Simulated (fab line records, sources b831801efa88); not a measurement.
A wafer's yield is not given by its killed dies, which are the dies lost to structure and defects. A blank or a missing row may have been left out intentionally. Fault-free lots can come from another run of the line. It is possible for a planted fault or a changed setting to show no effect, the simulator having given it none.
What tool caused it?	flow sky130	12 lots, 36 wafers sampled, at 3 steps of a route of 708

WHAT THE GAUGES READ, wafer by wafer
SKY_VIA3_THK_MEAS_23: measures by xrf. Usual: VIA3_W_THK typically reads 393 nm, with standard deviation 4.6.
lot	measured	on	VIA3_W_THK (nm)	flag
L432	day 38 23:03	film_metro-03	397 398 398	
L434	day 39 23:34	film_metro-04	383 394 392	
L433	day 40 05:40	film_metro-04	394 393 391	
L436	day 40 13:17	film_metro-02	399 400 398	
L435	day 40 20:01	film_metro-03	397 398 394	
L438	day 41 09:14	film_metro-04	390 390 389	
L437	day 41 09:44	film_metro-04	387 386 385	
L439	day 41 12:09	film_metro-02	402 396 397	
L440	day 41 18:18	film_metro-04	388 393 390	
L448	day 44 10:16	film_metro-02	390 388 394	
L454	day 45 13:08	film_metro-04	393 396 401	
L455	day 46 01:22	film_metro-04	390 392 389	

SKY_CAP2M_THK_MEAS_01. Usual: CAP2M_CVD_00_THK typically reads 15.41 nm, with standard deviation 0.23.
lot	measured	on	CAP2M_CVD_00_THK (nm)	flag
L432	day 38 23:35	film_metro-02	15.67 15.42 15.68	
L434	day 40 00:07	film_metro-02	15.38 15.49 16.01	
L433	day 40 06:11	film_metro-04	15.11 15.46 15.48	
L436	day 40 13:50	film_metro-01	14.74 15.50 15.02	
L435	day 40 20:33	film_metro-02	15.43 15.35 15.56	
L438	day 41 09:46	film_metro-01	15.41 15.33 14.94	
L437	day 41 10:16	film_metro-01	15.58 15.23 15.32	
L439	day 41 12:41	film_metro-04	15.38 15.41 15.55	
L440	day 41 18:50	film_metro-04	15.52 15.27 15.59	
L448	day 44 10:49	film_metro-01	15.15 15.12 15.65	
L454	day 45 13:41	film_metro-01	15.50 15.61 15.53	
L455	day 46 01:53	film_metro-01	15.68 15.77 15.32	

WHAT TOOL EACH LOT RAN ON (gives the tool, then ch and the chambers of the sampled wafers, and finally the start)
lot	SKY_METAL4_SPUTTER_03
L432	pvd_sputter-04, day 38 23:29
L434	pvd_sputter-02, day 40 00:01
L433	pvd_sputter-02, day 40 06:05
L436	pvd_sputter-04, day 40 13:44
L435	pvd_sputter-02, day 40 20:28
L438	pvd_sputter-02, day 41 09:41
L437	pvd_sputter-03, day 41 10:11
L439	pvd_sputter-03, day 41 12:35
L440	pvd_sputter-02, day 41 18:44
L448	pvd_sputter-02, day 44 10:43
L454	pvd_sputter-02, day 45 13:35
L455	pvd_sputter-02, day 46 01:47
- SKY_METAL4_SPUTTER_03: material Ti, target thk 5 nm, time 3.3 s.

WHAT THE TOOLS THEMSELVES READ (means of the sampled wafers that have a number; where no wafer has one, the mark that the record gives instead)
SKY_METAL4_SPUTTER_03. Usual: chamber_pressure_pa 0.4000 Pa, standard deviation 0.00081; throttle_valve_pct 29.7 %, standard deviation 1.3.
lot	tool	chamber_pressure_pa (Pa)	throttle_valve_pct (%)	flag
L432	pvd_sputter-04	0.3994	29.3	
L434	pvd_sputter-02	0.3992	28.9	
L433	pvd_sputter-02	0.3996	29.6	
L436	pvd_sputter-04	0.3992	30.1	
L435	pvd_sputter-02	0.3998	29.6	
L438	pvd_sputter-02	0.3998	29.0	
L437	pvd_sputter-03	0.3998	30.9	
L439	pvd_sputter-03	0.4001	32.1	
L440	pvd_sputter-02	0.3999	29.0	
L448	pvd_sputter-02	0.4011	29.5	
L454	pvd_sputter-02	0.3996	29.0	
L455	pvd_sputter-02	0.3999	29.4	

THE ANSWER, worked out from the rows above alone
Rule: a lot is off if the mean of its wafers that have a number lies more than 3 standard deviations from the usual mean. A lot without any number at a reading at which 4 lots or more have one is off too. Where the step has rows for the other lots, those lots are counted as sound. Order of review: gauges by route order, followed by the tools' own readings, for which a lot's mean as printed above is used. At the first step where some lot is off, the reading lying furthest off is the one used; lots without a number count as furthest.
No lot is off on any of the readings shown, so nothing can be concluded from this.

WHAT THE SIMULATOR HAD INSERTED
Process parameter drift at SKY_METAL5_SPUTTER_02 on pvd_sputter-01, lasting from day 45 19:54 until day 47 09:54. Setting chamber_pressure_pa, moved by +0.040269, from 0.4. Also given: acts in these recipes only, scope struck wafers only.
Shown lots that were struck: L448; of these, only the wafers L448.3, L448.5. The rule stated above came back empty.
